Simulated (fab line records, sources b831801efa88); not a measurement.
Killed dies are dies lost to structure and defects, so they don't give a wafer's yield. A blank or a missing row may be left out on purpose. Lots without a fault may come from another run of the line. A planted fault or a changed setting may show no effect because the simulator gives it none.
A struck lot beside a sound one | flow sky130 | 28 steps out of a route of 708
Sound: wafers L452.1, L452.2, L452.3. Struck: wafer L439.1. (L439.3, L439.4 of the same lot were not struck and are left out.) The cause comes at the end.
At each step with rows: each side's tool, then ch and its chambers, then its first start. Under that, the readings that differ: sound wafers | struck wafers | difference of the means | sigmas: that difference in standard deviations of wafers without a fault.
alike: readings whose means differ by less than 2 such deviations, and words and numbers that are the same on both sides. not compared: withheld readings, readings that some wafer has no value for, bounds like >300 that may hide the same value, and numbers for which the record gives no deviation and whose values overlap.
The two part at a step that has a row with sigmas, a row that says differs or no value, or rows on one side only. Numbers that don't overlap but have no deviation are shown without sigmas and don't part them. A reading that every wafer of one side lacks parts them only if that side has two wafers or more.

first, 6 steps without rows for these wafers: SKY_SD_N_IMPLANT_09; SKY_SD_N_IMPLANT_10; SKY_SD_N_STRIP_11 (strips in O2/N2); SKY_SD_N_CLEAN_13 (cleans in SC1/SC2, time 150 s); SKY_SD_N_RTA_14 (time 2 s); SKY_SALICIDE_CLEAN_00 (cleans in HF-last, time 30 s).
SKY_LI_CONTACT_HDPCVD_00: deposits PSG, target thk 930 nm, time 155 s.
  sound on hdpcvd-02 ch 0,1,2, day 34 19:58; struck on hdpcvd-02 ch 0, day 30 22:50
  reading                                       | sound           | struck | difference | sigmas
  model.PSG_of_LI_CONTACT_HDPCVD_00.thk_nm (nm) | 926.5 945 924.8 | 420.1  | -512.0     |
SKY_LI_CONTACT_THK_MEAS_01:
  sound on film_metro-03, day 34 20:05; struck on film_metro-02, day 30 22:59
  reading                    | sound       | struck | difference | sigmas
  LI_CONTACT_HDPCVD_THK (nm) | 926 945 924 | 420    | -512       | -56
SKY_LI_CONTACT_CMP_02: polishes PSG.
  sound on cmp-01 ch 1,2,3, day 34 20:13; struck on cmp-02 ch 2, day 30 23:02
  reading                | sound          | struck | difference | sigmas
  time_to_endpoint_s (s) | 29.5 34.7 33.7 | 7.8    | -24.8      | -11
  alike: motor_current_A
then, 9 steps without rows for these wafers: SKY_LI_CONTACT_DEHYDRATE_04 (time 60 s); SKY_LI_CONTACT_HMDS_05 (prime time 60 s); SKY_LI_CONTACT_COAT_06 (resist thk 60 nm); SKY_LI_CONTACT_COAT_07 (resist thk 450 nm); SKY_LI_CONTACT_SOFTBAKE_08 (time 90 s); SKY_LI_CONTACT_EXPOSE_09 (exposes mask LICM1, target cd 170 nm); SKY_LI_CONTACT_PEB_10; SKY_LI_CONTACT_DEVELOP_11 (develop time 60 s); SKY_LI_CONTACT_ETCH_14 (etches BARC in N2/H2, stops on SiO2, time 45.9 s, target depth 60 nm).
SKY_LI_CONTACT_ETCH_15: etches PSG in C4F8/O2/Ar, stops on Si, target depth 600 nm.
  sound on rie_diel-02 ch 1,2,3, day 35 23:56; struck on rie_diel-03 ch 0, day 32 02:44
  reading                                | sound             | struck | difference | sigmas
  oes_product_au (a.u.)                  | 0.837 0.835 0.827 | 0.701  | -0.132     | -29
  model.etch.depth_nm (nm)               | 595.9 595.7 596.4 | 420.1  | -175.9     |
  model.LI_CONTACT.feature_depth_nm (nm) | 595.9 595.7 596.4 | 420.1  | -175.9     |
  alike: bias_w
then, 6 steps without rows for these wafers: SKY_LI_CONTACT_STRIP_16 (strips in O2/N2); SKY_LI_CONTACT_CLEAN_17 (cleans in NMP, time 600 s); SKY_LI_CONTACT_PRE_CLEAN_18 (time 5.6 s); SKY_LI_CONTACT_SPUTTER_19 (material Ti, target thk 20 nm, time 106.37 s); SKY_LI_CONTACT_SPUTTER_20 (material TiN, target thk 20 nm, time 80 s); SKY_LI_CONTACT_CVD_21 (deposits W, target thk 400 nm, time 120.56 s).
SKY_LI_CONTACT_CMP_24: polishes, stops on PSG, t overpolish 20 s, target thk 0 nm.
  sound on cmp-01 ch 0,1,3, day 36 00:46; struck on cmp-02 ch 1, day 32 03:34
  reading                                       | sound             | struck | difference | sigmas
  model.PSG_of_LI_CONTACT_HDPCVD_00.thk_nm (nm) | 586.5 586.3 586.9 | 410.6  | -176.0     |
  alike: motor_current_A, overpolish_run_s, time_to_endpoint_s
then, 1 step without rows for these wafers: SKY_LOCAL_INTERCONNECT_SPUTTER_00 (material TiN, target thk 100 nm, time 83.3 s).
-- the record jumps here: 16 days lie between the struck wafers' starts before and after (it left off in module LOCAL_INTERCONNECT and takes up again in module PAD_OPEN, whose first step shown is number 708 of the route) --
SKY_PAD_OPEN_PROBE_99:
  sound on prober-01, day 50 15:21; struck on prober-01, day 48 01:11
  reading                                 | sound       | struck | difference | sigmas
  killed_at_contacts                      | 17 19       | 31     | +13        | +3
  killed_dies                             | 66 74       | 95     | +25        | +2
  killed_open                             | 30 36       | 56     | +23        | +3
  model.etest.cap_li_to_poly.c_af_um2     | 102.5 102.4 | 205.7  | +103.2     |
  model.etest.licon_pdiff.rc_ohm          | 565.2 569.4 | 503.8  | -63.5      |
  model.etest.nfet_g5v0d10v5.r_on_ohm_um  | 1876 1895   | 1813   | -72        |
  model.etest.licon_high_po.rc_ohm        | 347.6 336.1 | 305.5  | -36.4      |
  model.etest.nfet_01v8.r_on_ohm_um       | 814.2 835.9 | 807.5  | -17.5      |
  model.etest.licon_ndiff.rc_ohm          | 184.1 176.5 | 148.1  | -32.2      |
  model.etest.sonos_uncharged.r_on_ohm_um | 831.1 822.6 | 791.2  | -35.6      |
  model.etest.licon_poly.rc_ohm           | 155.6 146.4 | 128.4  | -22.6      |
  alike: killed_at_M0_to_M3, killed_at_M4_up, killed_at_front_end, killed_at_other, killed_on_rim, killed_short

WHERE THEY PART
First at SKY_LI_CONTACT_THK_MEAS_01; last, within this record, at SKY_PAD_OPEN_PROBE_99.

WHY: what the simulator had put in
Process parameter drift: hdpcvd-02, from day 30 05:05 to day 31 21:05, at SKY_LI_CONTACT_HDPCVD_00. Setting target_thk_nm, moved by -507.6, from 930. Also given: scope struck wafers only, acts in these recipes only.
